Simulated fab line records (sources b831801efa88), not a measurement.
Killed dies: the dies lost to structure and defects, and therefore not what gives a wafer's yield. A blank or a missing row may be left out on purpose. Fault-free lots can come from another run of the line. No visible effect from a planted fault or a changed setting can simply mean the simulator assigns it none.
Which tool is to blame? + flow sky130 + 13 lots, 39 wafers sampled, at 5 steps of a route of 708

== WHAT THE GAUGES READ, wafer by wafer ==
The record lacks any reading of a measuring or inspecting step that a usual standard deviation could be used to judge.

== WHICH TOOL RAN EACH LOT (tool, then ch and the chambers of the sampled wafers, then the start) ==
| lot  | SKY_RES_PROTECT_EXPOSE_04           | SKY_SD_N_STRIP_11                    | SKY_LI_CONTACT_CVD_21         | SKY_LI_CONTACT_CMP_24         | SKY_PAD_OPEN_PROBE_99   |
|------|-------------------------------------|--------------------------------------|-------------------------------|-------------------------------|-------------------------|
| L313 | iline-stepper-02 ch 0, day 14 17:25 | plasma-asher-03 ch 1, day 28 04:22   | cvd-w-01 ch 0,1, day 29 11:19 | cmp-02 ch 0,1,2, day 29 11:37 | prober-01, day 46 02:29 |
| L314 | iline-stepper-02 ch 0, day 15 03:17 | plasma-asher-01 ch 0,1, day 28 17:46 | cvd-w-01 ch 0,1, day 30 00:16 | cmp-01 ch 0,2,3, day 30 00:34 | -                       |
| L315 | iline-stepper-01 ch 0, day 15 20:53 | plasma-asher-03 ch 0,1, day 29 04:13 | cvd-w-01 ch 0,1, day 30 10:50 | cmp-02 ch 0,1, day 30 11:08   | -                       |
| L317 | iline-stepper-02 ch 0, day 16 03:31 | plasma-asher-03 ch 0,1, day 29 12:34 | cvd-w-01 ch 0,1, day 30 18:55 | cmp-02 ch 0,2,3, day 30 19:20 | -                       |
| L318 | iline-stepper-01 ch 0, day 17 00:01 | plasma-asher-01 ch 0,1, day 30 07:52 | cvd-w-01 ch 0,1, day 31 13:19 | cmp-01 ch 0,3, day 31 13:46   | -                       |
| L319 | iline-stepper-01 ch 0, day 17 02:10 | plasma-asher-03 ch 0,1, day 30 09:46 | cvd-w-01 ch 0,1, day 31 15:11 | cmp-02 ch 0,2, day 31 15:39   | -                       |
| L320 | iline-stepper-01 ch 0, day 17 07:06 | plasma-asher-03 ch 0,1, day 30 14:13 | cvd-w-01 ch 0,1, day 31 20:06 | cmp-02 ch 1,2,3, day 31 20:28 | prober-02, day 47 19:28 |
| L323 | iline-stepper-01 ch 0, day 18 03:53 | plasma-asher-01 ch 0,1, day 31 12:16 | cvd-w-01 ch 0,1, day 32 17:42 | cmp-01 ch 0,3, day 32 18:00   | prober-01, day 48 12:41 |
| L324 | iline-stepper-02 ch 0, day 18 13:25 | plasma-asher-02 ch 0,1, day 31 21:25 | cvd-w-02 ch 0,1, day 33 02:21 | cmp-02 ch 0,2,3, day 33 02:42 | -                       |
| L325 | iline-stepper-01 ch 0, day 19 07:47 | plasma-asher-01 ch 0,1, day 32 13:55 | cvd-w-02 ch 0,1, day 33 18:13 | cmp-01 ch 0,1,3, day 33 18:32 | -                       |
| L328 | iline-stepper-01 ch 0, day 20 04:17 | plasma-asher-01 ch 0,1, day 33 06:37 | cvd-w-02 ch 0,1, day 34 10:55 | cmp-02 ch 1,2,3, day 34 11:14 | -                       |
| L333 | iline-stepper-02 ch 0, day 21 14:16 | plasma-asher-02 ch 0,1, day 34 16:25 | cvd-w-01 ch 0,1, day 35 21:18 | cmp-01 ch 0,1,2, day 35 21:37 | prober-01, day 50 14:18 |
| L334 | iline-stepper-01 ch 0, day 21 20:05 | plasma-asher-01 ch 0,1, day 34 18:37 | cvd-w-01 ch 0,1, day 35 23:21 | cmp-02 ch 1,3, day 35 23:43   | -                       |
- SKY_RES_PROTECT_EXPOSE_04: exposes mask RPM, target cd 1270 nm.
- SKY_SD_N_STRIP_11: strips in O2/N2.
- SKY_LI_CONTACT_CVD_21: deposits W, target thk 400 nm, time 120.56 s.
- SKY_LI_CONTACT_CMP_24: polishes, stops on PSG, t overpolish 20 s, target thk 0 nm.
- SKY_PAD_OPEN_PROBE_99

== WHAT THE TOOLS THEMSELVES READ (means of the sampled wafers that have a number; where no wafer has one, the mark that the record gives instead) ==
SKY_RES_PROTECT_EXPOSE_04. Usual: stage-vel-mm-s 500.03 mm/s, standard deviation 0.25.
| lot  | tool             | stage-vel-mm-s (mm/s) | flag |
|------|------------------|-----------------------|------|
| L313 | iline-stepper-02 | 499.86                |      |
| L314 | iline-stepper-02 | 500.25                |      |
| L315 | iline-stepper-01 | 499.86                |      |
| L317 | iline-stepper-02 | 500.01                |      |
| L318 | iline-stepper-01 | 499.86                |      |
| L319 | iline-stepper-01 | 500.25                |      |
| L320 | iline-stepper-01 | 500.16                |      |
| L323 | iline-stepper-01 | 499.77                |      |
| L324 | iline-stepper-02 | 500.02                |      |
| L325 | iline-stepper-01 | 499.99                |      |
| L328 | iline-stepper-01 | 500.27                |      |
| L333 | iline-stepper-02 | 500.47                |      |
| L334 | iline-stepper-01 | 500.30                |      |

SKY_SD_N_STRIP_11. Usual: drypump-motor-current-A 6.1 A, standard deviation 0.44; oes-product-au 0.527 a.u., standard deviation 0.0044; strip-time-to-endpoint-s 22.56 s, standard deviation 0.049.
| lot  | tool            | drypump-motor-current-A (A) | oes-product-au (a.u.) | strip-time-to-endpoint-s (s) | flag |
|------|-----------------|-----------------------------|-----------------------|------------------------------|------|
| L313 | plasma-asher-03 | 6.4                         | 0.526                 | 22.55                        |      |
| L314 | plasma-asher-01 | 6.5                         | 0.521                 | 22.55                        |      |
| L315 | plasma-asher-03 | 5.9                         | 0.533                 | 22.54                        |      |
| L317 | plasma-asher-03 | 6.2                         | 0.527                 | 22.53                        |      |
| L318 | plasma-asher-01 | 6.6                         | 0.527                 | 22.44                        |      |
| L319 | plasma-asher-03 | 5.9                         | 0.526                 | 22.55                        |      |
| L320 | plasma-asher-03 | 5.9                         | 0.528                 | 22.59                        |      |
| L323 | plasma-asher-01 | 6.6                         | 0.530                 | 22.56                        |      |
| L324 | plasma-asher-02 | 5.6                         | 0.525                 | 22.54                        |      |
| L325 | plasma-asher-01 | 6.6                         | 0.523                 | 22.55                        |      |
| L328 | plasma-asher-01 | 6.5                         | 0.527                 | 22.57                        |      |
| L333 | plasma-asher-02 | 5.8                         | 0.529                 | 22.56                        |      |
| L334 | plasma-asher-01 | 6.5                         | 0.534                 | 22.52                        |      |

SKY_LI_CONTACT_CVD_21. Usual: heater-power-w at 805 W, with a standard deviation of 30.
| lot  | tool     | heater-power-w (W) | flag |
|------|----------|--------------------|------|
| L313 | cvd-w-01 | 805                |      |
| L314 | cvd-w-01 | 793                |      |
| L315 | cvd-w-01 | 822                |      |
| L317 | cvd-w-01 | 830                |      |
| L318 | cvd-w-01 | 820                |      |
| L319 | cvd-w-01 | 825                |      |
| L320 | cvd-w-01 | 826                |      |
| L323 | cvd-w-01 | 809                |      |
| L324 | cvd-w-02 | 783                |      |
| L325 | cvd-w-02 | 782                |      |
| L328 | cvd-w-02 | 768                |      |
| L333 | cvd-w-01 | 806                |      |
| L334 | cvd-w-01 | 829                |      |

SKY_LI_CONTACT_CMP_24. Usual: motor-current-A 11.0 A, standard deviation 1.1; overpolish-run-s 19.998 s, standard deviation 0.0084; time-to-endpoint-s 96 s, standard deviation 4.4.
| lot  | tool   | motor-current-A (A) | overpolish-run-s (s) | time-to-endpoint-s (s) | flag |
|------|--------|---------------------|----------------------|------------------------|------|
| L313 | cmp-02 | 11.3                | 19.997               | 94                     |      |
| L314 | cmp-01 | 10.4                | 20.001               | 94                     |      |
| L315 | cmp-02 | 11.6                | 20.005               | 99                     |      |
| L317 | cmp-02 | 11.6                | 19.997               | 96                     |      |
| L318 | cmp-01 | 11.2                | 19.990               | 100                    |      |
| L319 | cmp-02 | 11.5                | 20.000               | 92                     |      |
| L320 | cmp-02 | 11.4                | 19.998               | 93                     |      |
| L323 | cmp-01 | 11.7                | 20.006               | 93                     |      |
| L324 | cmp-02 | 11.6                | 19.996               | 93                     |      |
| L325 | cmp-01 | 10.6                | 20.000               | 96                     |      |
| L328 | cmp-02 | 11.3                | 19.999               | 91                     |      |
| L333 | cmp-01 | 10.0                | 20.002               | 97                     |      |
| L334 | cmp-02 | 11.7                | 19.991               | 96                     |      |

SKY_PAD_OPEN_PROBE_99. Usual: killed_at_M0_to_M3 44, standard deviation 6.8; killed_at_M4_up 2.9, standard deviation 1.7; killed-at-contacts 24, standard deviation 5.2; killed-at-front-end 15, standard deviation 4; killed-at-other 0.2, standard deviation 0.44; killed-dies 86, standard deviation 9.9; killed-on-rim 17, standard deviation 3.7; killed-open 47, standard deviation 7.9; killed-short 39, standard deviation 6.3.
| lot  | tool      | killed_at_M0_to_M3 | killed_at_M4_up | killed-at-contacts | killed-at-front-end | killed-at-other | killed-dies | killed-on-rim | killed-open | killed-short | flag |
|------|-----------|--------------------|-----------------|--------------------|---------------------|-----------------|-------------|---------------|-------------|--------------|------|
| L313 | prober-01 | 50                 | 2.7             | 21                 | 17                  | 0.0             | 90          | 18            | 49          | 41           |      |
| L320 | prober-02 | 43                 | 3.7             | 26                 | 17                  | 0.0             | 90          | 17            | 49          | 41           |      |
| L323 | prober-01 | 51                 | 2.7             | 27                 | 21                  | 0.0             | 102         | 20            | 58          | 44           |      |
| L333 | prober-01 | 40                 | 2.3             | 21                 | 15                  | 0.3             | 79          | 14            | 49          | 29           |      |

== THE ANSWER, worked out from the rows above alone ==
Rule: lot off if the mean of its wafers having a number is beyond 3 standard deviations from the usual mean. A lot without any number at a reading at which 4 lots or more have one is off too. Where the step has rows for the other lots, those lots are counted as sound. Order of review: gauges by route order, followed by the tools' own readings, for which a lot's mean as printed above is used. At the first step where some lot is off, the reading lying furthest off is the one used; lots without a number count as furthest.
Nothing can be told from this: no lot is off at any reading shown.

== WHAT THE SIMULATOR PUT IN ==
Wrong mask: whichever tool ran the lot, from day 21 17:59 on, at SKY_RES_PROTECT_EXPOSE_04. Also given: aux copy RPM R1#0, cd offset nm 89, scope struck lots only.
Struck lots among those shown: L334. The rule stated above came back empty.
